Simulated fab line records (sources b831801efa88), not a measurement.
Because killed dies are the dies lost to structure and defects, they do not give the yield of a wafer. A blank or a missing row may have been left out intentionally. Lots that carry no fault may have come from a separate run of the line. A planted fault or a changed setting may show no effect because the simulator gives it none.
fab line records	flow gf180mcu
record lots=13	wafers=39	last_day=36
route steps=602 shown PSD@261 NSD@262 V1@338
lots with no fault: from the same line, run without faults
start_h: hours from the record's opening day to when the first of the lot's shown wafers began	wait_h: hours from the lot's prior step to this one	" the same as in the row above	L1.1+2: a single row standing in for several wafers	- value missing, or start not given	* or withheld: withheld	< > ~ a bound
route shown NAME@n: a module of which the file shows steps, and the number in the route of the first	usual: average and standard deviation across the fault-free wafers	same: alike in all rows	chamber/n: place in a boat	sites: the reading at each site	_std_site: standard deviation of those values	_edge_site: mean of outer sites minus mean of inner sites	radius_mm: how far each site lies from the wafer's centre	mask NAME#n: copy n	behind: the tool/chamber that last shaped the wafer	hold: cause of the lot's hold/its duration in hours/its outcome	device: whichever transistor did not switch (one of n, p or np)	end of line: tests run on the same wafers once the route is complete	where a step has no rows: the recipe by itself	killed: at the first sort, the dies lost to defects and structure; wafer yield is something else	map: per-die view of a wafer (x killed, . not killed, _ where there is no die)
set.NAME: setting as actually run; set.NAME@STEP: the setting as run at that earlier step	model.NAME: the simulator's own value behind a step, which no gauge read
a sample of lots followed through the steps of the route, with each step as a table and each wafer as a row
## steps
# step GF_PSD_RTA_13
# recipe temp_c=1025	time_s=20	ambient=N2
# usual lamp_power_pct=36.1/2.9	wafer_temp_C_max=1029.9/1.1
lot.wafer	tool	chamber	start_h	wait_h	lamp_power_pct	wafer_temp_C_max
L782.2	rtp_anneal-01	0	357.96	0.0	33.2	1031.1
L782.5	"	0	"	"	33.3	1032.3
L782.6	"	0	"	"	33.2	1031.8
L783.3	rtp_anneal-02	0	370.36	0.0	39.1	1029.0
L783.5	"	0	"	"	39.1	1028.5
L783.6	"	0	"	"	39.0	1028.8
L784.1	rtp_anneal-02	0	376.94	0.0	39.0	1029.9
L784.4	"	0	"	"	39.1	1030.0
L784.6	"	0	"	"	39.0	1029.0
L785.1	rtp_anneal-01	0	385.93	0.0	33.2	1031.1
L785.3	"	0	"	"	33.2	1031.2
L785.5	"	0	"	"	33.2	1029.6
L787.1	rtp_anneal-01	0	402.23	0.0	33.2	1031.0
L787.2	"	0	"	"	33.2	1030.3
L787.6	"	0	"	"	33.2	1031.3
L788.2	rtp_anneal-02	0	408.85	0.0	39.0	1028.4
L788.3	"	0	"	"	39.1	1029.3
L788.4	"	0	"	"	39.0	1029.0
L792.2	rtp_anneal-01	0	446.22	0.0	31.3	1007.1
L792.4	"	0	"	"	31.3	1006.5
L792.6	"	0	"	"	31.3	1007.0
L793.1	rtp_anneal-02	0	451.43	0.0	39.0	1028.1
L793.3	"	0	"	"	39.0	1027.8
L793.6	"	0	"	"	39.1	1027.4
L794.1	rtp_anneal-01	0	457.46	0.0	31.3	1008.8
L794.5	"	0	"	"	31.4	1009.4
L794.6	"	0	"	"	31.3	1008.3
L796.2	rtp_anneal-02	0	479.05	0.0	39.0	1029.5
L796.3	"	0	"	"	39.0	1030.3
L796.5	"	0	"	"	39.0	1031.1
L797.2	rtp_anneal-02	0	484.75	0.0	39.1	1030.0
L797.4	"	0	"	"	39.0	1029.3
L797.6	"	0	"	"	39.0	1030.2
L804.1	rtp_anneal-02	0	536.74	0.0	39.1	1029.9
L804.4	"	0	"	"	39.0	1029.0
L804.6	"	0	"	"	39.0	1030.0
L805.3	rtp_anneal-01	0	542.38	0.0	33.2	1029.6
L805.4	"	0	"	"	33.3	1032.1
L805.5	"	0	"	"	33.2	1030.3
# step GF_PSD_RS_MEAS_14
# recipe thk_meas_gauge=four-point-probe
# usual NSD_RS=45.94/0.074
lot.wafer	tool	chamber	start_h	wait_h	NSD_RS[ohm/sq]
L782.2	film_metro-03	-	358.05	0.1	46.07
L782.5	"	-	"	"	46.00
L782.6	"	-	"	"	46.01
L783.3	film_metro-01	-	370.46	0.1	45.88
L783.5	"	-	"	"	45.90
L783.6	"	-	"	"	45.88
L784.1	film_metro-04	-	377.03	0.1	46.05
L784.4	"	-	"	"	45.97
L784.6	"	-	"	"	45.94
L785.1	film_metro-04	-	386.02	0.1	46.12
L785.3	"	-	"	"	45.97
L785.5	"	-	"	"	46.08
L787.1	film_metro-01	-	402.32	0.1	45.81
L787.2	"	-	"	"	45.99
L787.6	"	-	"	"	45.98
L788.2	film_metro-01	-	408.94	0.1	45.96
L788.3	"	-	"	"	45.98
L788.4	"	-	"	"	45.88
L792.2	film_metro-04	-	446.31	0.1	48.63
L792.4	"	-	"	"	48.67
L792.6	"	-	"	"	48.75
L793.1	film_metro-01	-	451.52	0.1	45.91
L793.3	"	-	"	"	45.90
L793.6	"	-	"	"	45.87
L794.1	film_metro-03	-	457.55	0.1	48.60
L794.5	"	-	"	"	48.65
L794.6	"	-	"	"	48.64
L796.2	film_metro-03	-	479.14	0.1	45.97
L796.3	"	-	"	"	45.92
L796.5	"	-	"	"	45.88
L797.2	film_metro-03	-	484.84	0.1	45.99
L797.4	"	-	"	"	45.90
L797.6	"	-	"	"	45.89
L804.1	film_metro-04	-	536.82	0.1	45.92
L804.4	"	-	"	"	45.92
L804.6	"	-	"	"	45.93
L805.3	film_metro-04	-	542.48	0.1	46.12
L805.4	"	-	"	"	45.98
L805.5	"	-	"	"	45.96
# step GF_PSD_RS_MEAS_15
# recipe thk_meas_gauge=four-point-probe
# usual PSD_RS=108.54/0.25
lot.wafer	tool	chamber	start_h	wait_h	PSD_RS[ohm/sq]
L782.2	film_metro-03	-	358.17	0.1	108.94
L782.5	"	-	"	"	108.77
L782.6	"	-	"	"	108.48
L783.3	film_metro-01	-	370.58	0.1	108.40
L783.5	"	-	"	"	108.29
L783.6	"	-	"	"	108.22
L784.1	film_metro-04	-	377.15	0.1	108.33
L784.4	"	-	"	"	108.25
L784.6	"	-	"	"	108.55
L785.1	film_metro-04	-	386.14	0.1	108.84
L785.3	"	-	"	"	108.69
L785.5	"	-	"	"	108.87
L787.1	film_metro-01	-	402.44	0.1	108.56
L787.2	"	-	"	"	108.54
L787.6	"	-	"	"	108.82
L788.2	film_metro-01	-	409.06	0.1	108.93
L788.3	"	-	"	"	108.48
L788.4	"	-	"	"	108.74
L792.2	film_metro-04	-	446.43	0.1	122.98
L792.4	"	-	"	"	123.12
L792.6	"	-	"	"	123.10
L793.1	film_metro-01	-	451.64	0.1	108.57
L793.3	"	-	"	"	108.33
L793.6	"	-	"	"	108.82
L794.1	film_metro-03	-	457.67	0.1	122.50
L794.5	"	-	"	"	122.64
L794.6	"	-	"	"	122.82
L796.2	film_metro-03	-	479.26	0.1	108.67
L796.3	"	-	"	"	108.69
L796.5	"	-	"	"	108.67
L797.2	film_metro-03	-	484.96	0.1	108.72
L797.4	"	-	"	"	108.35
L797.6	"	-	"	"	108.60
L804.1	film_metro-04	-	536.94	0.1	108.18
L804.4	"	-	"	"	108.28
L804.6	"	-	"	"	108.42
L805.3	film_metro-04	-	542.60	0.1	109.01
L805.4	"	-	"	"	108.57
L805.5	"	-	"	"	108.30
# step GF_V1_THK_MEAS_03
# recipe reads=SiO2_of_V1_CVD_02
# usual V1_CVD_02_THK=848/12
lot.wafer	tool	chamber	start_h	wait_h	V1_CVD_02_THK[nm]
L782.2	film_metro-03	-	433.73	0.0	862
L782.5	"	-	"	"	853
L782.6	"	-	"	"	855
L783.3	film_metro-01	-	446.66	0.1	831
L783.5	"	-	"	"	844
L783.6	"	-	"	"	850
L784.1	film_metro-01	-	454.79	0.0	851
L784.4	"	-	"	"	852
L784.6	"	-	"	"	869
L785.1	film_metro-03	-	464.65	0.0	826
L785.3	"	-	"	"	846
L785.5	"	-	"	"	852
L787.1	film_metro-01	-	481.24	0.0	846
L787.2	"	-	"	"	829
L787.6	"	-	"	"	847
L788.2	film_metro-03	-	486.69	0.0	844
L788.3	"	-	"	"	838
L788.4	"	-	"	"	866
L792.2	film_metro-03	-	525.67	0.0	822
L792.4	"	-	"	"	833
L792.6	"	-	"	"	834
L793.1	film_metro-01	-	530.56	0.0	846
L793.3	"	-	"	"	853
L793.6	"	-	"	"	865
L794.1	film_metro-02	-	536.69	0.0	847
L794.5	"	-	"	"	862
L794.6	"	-	"	"	865
L796.2	film_metro-02	-	555.90	0.0	858
L796.3	"	-	"	"	834
L796.5	"	-	"	"	844
L797.2	film_metro-01	-	561.39	0.0	836
L797.4	"	-	"	"	833
L797.6	"	-	"	"	848
L804.1	film_metro-03	-	611.54	0.0	843
L804.4	"	-	"	"	866
L804.6	"	-	"	"	859
L805.3	film_metro-03	-	616.08	0.1	848
L805.4	"	-	"	"	863
L805.5	"	-	"	"	842
# step GF_V1_BOW_MEAS_05
# recipe mode=bow
# usual V1_BOW=84/7.7
lot.wafer	tool	chamber	start_h	wait_h	V1_BOW[um]
L782.2	film_metro-01	-	434.27	0.3	87
L782.5	"	-	"	"	83
L782.6	"	-	"	"	92
L783.3	film_metro-01	-	447.04	0.2	84
L783.5	"	-	"	"	82
L783.6	"	-	"	"	75
L784.1	film_metro-02	-	455.15	0.1	83
L784.4	"	-	"	"	85
L784.6	"	-	"	"	87
L785.1	film_metro-01	-	465.01	0.2	88
L785.3	"	-	"	"	73
L785.5	"	-	"	"	82
L787.1	film_metro-03	-	481.60	0.1	89
L787.2	"	-	"	"	79
L787.6	"	-	"	"	83
L788.2	film_metro-01	-	487.22	0.2	85
L788.3	"	-	"	"	94
L788.4	"	-	"	"	82
L792.2	film_metro-01	-	526.04	0.1	90
L792.4	"	-	"	"	81
L792.6	"	-	"	"	93
L793.1	film_metro-01	-	530.92	0.2	72
L793.3	"	-	"	"	78
L793.6	"	-	"	"	69
L794.1	film_metro-02	-	537.07	0.2	87
L794.5	"	-	"	"	84
L794.6	"	-	"	"	86
L796.2	film_metro-03	-	556.27	0.2	79
L796.3	"	-	"	"	90
L796.5	"	-	"	"	89
L797.2	film_metro-01	-	561.76	0.2	94
L797.4	"	-	"	"	83
L797.6	"	-	"	"	85
L804.1	film_metro-03	-	611.98	0.1	84
L804.4	"	-	"	"	85
L804.6	"	-	"	"	89
L805.3	film_metro-01	-	616.46	0.3	79
L805.4	"	-	"	"	86
L805.5	"	-	"	"	81
# step GF_V1_RS_MEAS_24
# recipe thk_meas_gauge=four-point-probe	reads=W_of_V1_CVD_23+TiN_of_V1_SPUTTER_22+Ti_of_V1_SPUTTER_21
# usual V1_W_RS=0.328/0.0043
lot.wafer	tool	chamber	start_h	wait_h	V1_W_RS[ohm/sq]
L782.2	film_metro-02	-	459.73	0.1	0.331
L782.5	"	-	"	"	0.333
L782.6	"	-	"	"	0.332
L783.3	film_metro-01	-	473.84	0.1	0.332
L783.5	"	-	"	"	0.332
L783.6	"	-	"	"	0.335
L784.1	film_metro-02	-	481.59	0.2	0.328
L784.4	"	-	"	"	0.330
L784.6	"	-	"	"	0.331
L785.1	film_metro-03	-	491.34	0.1	0.326
L785.3	"	-	"	"	0.324
L785.5	"	-	"	"	0.327
L787.1	film_metro-03	-	507.98	0.1	0.322
L787.2	"	-	"	"	0.328
L787.6	"	-	"	"	0.329
L788.2	film_metro-03	-	513.17	0.1	0.335
L788.3	"	-	"	"	0.339
L788.4	"	-	"	"	0.332
L792.2	film_metro-02	-	551.42	0.1	0.331
L792.4	"	-	"	"	0.332
L792.6	"	-	"	"	0.327
L793.1	film_metro-01	-	556.09	0.1	0.323
L793.3	"	-	"	"	0.329
L793.6	"	-	"	"	0.331
L794.1	film_metro-01	-	562.07	0.1	0.325
L794.5	"	-	"	"	0.331
L794.6	"	-	"	"	0.329
L796.2	film_metro-01	-	580.56	0.1	0.327
L796.3	"	-	"	"	0.329
L796.5	"	-	"	"	0.331
L797.2	film_metro-01	-	585.92	0.1	0.330
L797.4	"	-	"	"	0.328
L797.6	"	-	"	"	0.326
L804.1	film_metro-03	-	634.54	0.1	0.329
L804.4	"	-	"	"	0.329
L804.6	"	-	"	"	0.330
L805.3	film_metro-03	-	639.43	0.1	0.336
L805.4	"	-	"	"	0.325
L805.5	"	-	"	"	0.331
## key
first_sign step=GF_PSD_RTA_13	reading=wafer_temp_C_max	direction=down	sigmas=19	usual=*	struck=*
effect step=GF_PSD_RS_MEAS_14	reading=NSD_RS	direction=up	sigmas=37	usual=45.94	struck=48.66
effect step=GF_PSD_RS_MEAS_15	reading=PSD_RS	direction=up	sigmas=56	usual=108.54	struck=122.86
met_at GF_PSD_RTA_13
struck_lots L792,L794
tester_left_out L792,L794
not_acting_at GF_V1_THK_MEAS_03,GF_V1_BOW_MEAS_05,GF_V1_RS_MEAS_24
onset_between 402.23 446.22
fault kind=process_parameter_drift	tool=rtp_anneal-01	chamber=-	onset_h=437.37	steps=GF_PSD_RTA_13	channel=temp_c	offset=*	shape=step	end_h=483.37	acts_in=*	stated=*
# tester_left_out: of these lots the tester's yield and bins aren't shown, on N5 and GAA mostly nor the transistor test; their killed dies are dies lost to structure and defects alone, not to doping, threshold or leakage, so they don't give the yield
